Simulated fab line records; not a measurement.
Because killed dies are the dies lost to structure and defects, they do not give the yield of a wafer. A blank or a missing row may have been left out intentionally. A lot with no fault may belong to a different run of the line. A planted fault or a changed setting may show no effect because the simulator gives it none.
Comparing a struck lot with a sound one :: flow sky130 :: 44 out of 708 route steps
Sound: the wafers L449.2, L449.5, L449.6. Wafers struck: L440.4, L440.5, L440.6. The cause is named last.
At each step with rows: each side's tool, then ch and its chambers, then its first start. Under that, the readings that differ: sound wafers :: struck wafers :: difference of the means :: sigmas: that difference in standard deviations of wafers without a fault.
alike: same words and numbers on both sides, and readings whose means sit less than 2 such deviations apart. not compared: any withheld reading, any reading some wafer has no value for, any bound like >300 that may hide the same value, and any number with overlapping values for which the record gives no deviation.
The two part at a step that has a row with sigmas, a row that says differs or no value, or rows on one side only. Numbers that don't overlap but have no deviation are shown without sigmas and don't part them. Lack of a reading on every wafer of one side parts them only where that side has two or more wafers.

first, 3 steps without rows for these wafers: SKY_FIELD_ISO_CLEAN_20 (cleans in dHF, time 20 s); SKY_FIELD_ISO_WET_ETCH_21 (etches SiO2 in dHF, target depth 20 nm, time 400 s); SKY_FIELD_ISO_OXIDATION_22 (stabilise 600 s, purge 300 s, target thk 10 nm).
SKY_FIELD_ISO_THK_MEAS_23:
  struck on film metro-04, day 4 01:02; sound on film metro-02, day 6 02:47
  alike: FIELD_ISO_OXIDATION_01_THK
then, 1 step without rows for these wafers: SKY_FIELD_ISO_CVD_24 (deposits SiO2, target thk 595 nm, time 99.2 s).
SKY_FIELD_ISO_THK_MEAS_25:
  struck on film metro-03, day 4 01:10; sound on film metro-04, day 6 02:55
  alike: FIELD_ISO_CVD_24_THK
then, 1 step without rows for these wafers: SKY_FIELD_ISO_ANNEAL_26 (time 1800 s).
SKY_FIELD_ISO_CMP_27: polishes, stops on Si3N4, t overpolish 16 s, target thk 457.8 nm.
  sound on cmp-01 ch 0,1, day 6 07:23; struck on cmp-02 ch 1,2,3, day 4 02:51
  alike: motor current A, overpolish run s, slurry filter dp kPa, time to endpoint s
then, 4 steps without rows for these wafers: SKY_FIELD_ISO_WET_ETCH_28 (etches SiO2 in dHF, target depth 23.7 nm, time 47 s); SKY_FIELD_ISO_WET_ETCH_29 (etches Si3N4 in H3PO4, target depth 160 nm, time 1825 s); SKY_FIELD_ISO_WET_ETCH_30 (etches SiO2 in dHF, target depth 25 nm, time 50 s); SKY_NWELL_CLEAN_00 (cleans in SC1/SC2, time 150 s).
SKY_NWELL_OXIDATION_01: stabilise 600 s, purge 300 s, target thk 10 nm.
  sound on furnace-01 ch 0, day 6 09:57; struck on furnace-02 ch 0, day 4 05:49
  alike: spike tc upper C, zone power upper pct
SKY_NWELL_THK_MEAS_02:
  struck on film metro-04, day 4 07:28; sound on film metro-01, day 6 11:21
reading: NWELL_OXIDATION_THK (nm)
sound: 10.45 10.13 10.14
struck: 15.74 15.92 15.46
difference: +5.47
sigmas: +26
then, 8 steps without rows for these wafers: SKY_DNWELL_DEHYDRATE_00 (time 60 s); SKY_DNWELL_HMDS_01 (prime time 60 s); SKY_DNWELL_COAT_02 (resist thk 3000 nm); SKY_DNWELL_SOFTBAKE_03; SKY_DNWELL_EXPOSE_04 (exposes mask DNM, target cd 3000 nm); SKY_DNWELL_PEB_05; SKY_DNWELL_DEVELOP_06 (develop time 60 s); SKY_DNWELL_IMPLANT_07.
SKY_DNWELL_STRIP_08: strips in O2/N2.
  sound on plasma asher-01 ch 0,1, day 7 04:54; struck on plasma asher-01 ch 0,1, day 4 22:20
  alike: drypump motor current A, oes product au, strip time to endpoint s
  not compared: rf hours counter h
SKY_DNWELL_TW_MEAS_09:
  struck on film metro-04, day 4 22:26; sound on film metro-04, day 7 05:01
  alike: DNWELL_TW
then, 7 steps without rows for these wafers: SKY_PWDE_DEHYDRATE_00 (time 60 s); SKY_PWDE_HMDS_01 (prime time 60 s); SKY_PWDE_COAT_02 (resist thk 3000 nm); SKY_PWDE_SOFTBAKE_03; SKY_PWDE_EXPOSE_04 (exposes mask PWDEM, target cd 840 nm); SKY_PWDE_PEB_05; SKY_PWDE_DEVELOP_06 (develop time 60 s).
SKY_PWDE_OVL_MEAS_07:
  struck on overlay-02, day 5 15:46; sound on overlay-02, day 7 23:46
  alike: PWDE_OVL
next, for these wafers, 1 step has no rows: SKY_PWDE_IMPLANT_08.
SKY_PWDE_STRIP_09: strips in O2/N2.
  sound on plasma asher-03 ch 0,1, day 7 23:56; struck on plasma asher-03 ch 0,1, day 5 15:58
reading: strip time to endpoint s (s)
sound: 37.09 36.94 37.14
struck: 36.77 36.89 36.82
difference: -0.23
sigmas: -2
  alike: drypump motor current A, oes product au
  not compared: rf hours counter h
SKY_PWDE_TW_MEAS_10:
  struck on film metro-01, day 5 16:04; sound on film metro-04, day 8 00:03
reading: PWDE_TW
sound: 380 378 379
struck: 368 366 367
difference: -12
sigmas: -2
then, 7 steps without rows for these wafers: SKY_NWELL_DEHYDRATE_03 (time 60 s); SKY_NWELL_HMDS_04 (prime time 60 s); SKY_NWELL_COAT_05 (resist thk 3000 nm); SKY_NWELL_SOFTBAKE_06; SKY_NWELL_EXPOSE_07 (exposes mask NWM, target cd 840 nm); SKY_NWELL_PEB_08; SKY_NWELL_DEVELOP_09 (develop time 60 s).
SKY_NWELL_CLEAN_27: cleans in SC1/SC2, time 150 s.
  sound on wet bench-01 ch 2, day 9 18:03; struck on wet bench-01 ch 3, day 7 05:14
reading: model.SiO2_of_NWELL_OXIDATION_01.thk nm (nm)
sound: 10.05 9.82 9.813
struck: 15.45 15.57 15.11
difference: +5.48
sigmas: 
-- the record jumps here: 41 days lie between the struck wafers' starts before and after (it left off in module NWELL and takes up again in module PAD_OPEN, whose first step shown is number 708 of the route) --
SKY_PAD_OPEN_PROBE_99:
  struck on prober-02, day 48 08:21; sound on prober-01, day 50 18:21
reading: model.etest.tip p.rs ohm sq
sound: 6781 6744 6786
struck: 7006 7034 7017
difference: +249
sigmas: 

reading: model.etest.pfet_01v8.r on ohm um
sound: 2989 2778 2854
struck: 3143 3183 3094
difference: +266
sigmas: 

reading: model.etest.pfet_01v8_mvt.drive ua um
sound: 147 154.6 150.8
struck: 132.8 132.7 136.1
difference: -16.9
sigmas: 

reading: model.etest.pfet_01v8.drive ua um
sound: 187.9 201.9 197.1
struck: 173 169.5 175.3
difference: -23
sigmas: 
  alike: killed_at_M0_to_M3, killed_at_M4_up, killed at contacts, killed at front end, killed at other, killed dies, killed open, killed short
  not compared: model.etest.nfet_16v.r on ohm um, model.etest.pfet g5v0d10v5.r on ohm um, model.etest.res pwell under gate.rs ohm sq, model.etest.pfet g5v0d10v5.drive ua um

== WHERE THEY PART ==
First at SKY_NWELL_THK_MEAS_02; last, within this record, at SKY_PWDE_TW_MEAS_10. Later steps at which nothing parts them and some readings are alike: SKY_PAD_OPEN_PROBE_99.

WHY: what had been put in by the simulator
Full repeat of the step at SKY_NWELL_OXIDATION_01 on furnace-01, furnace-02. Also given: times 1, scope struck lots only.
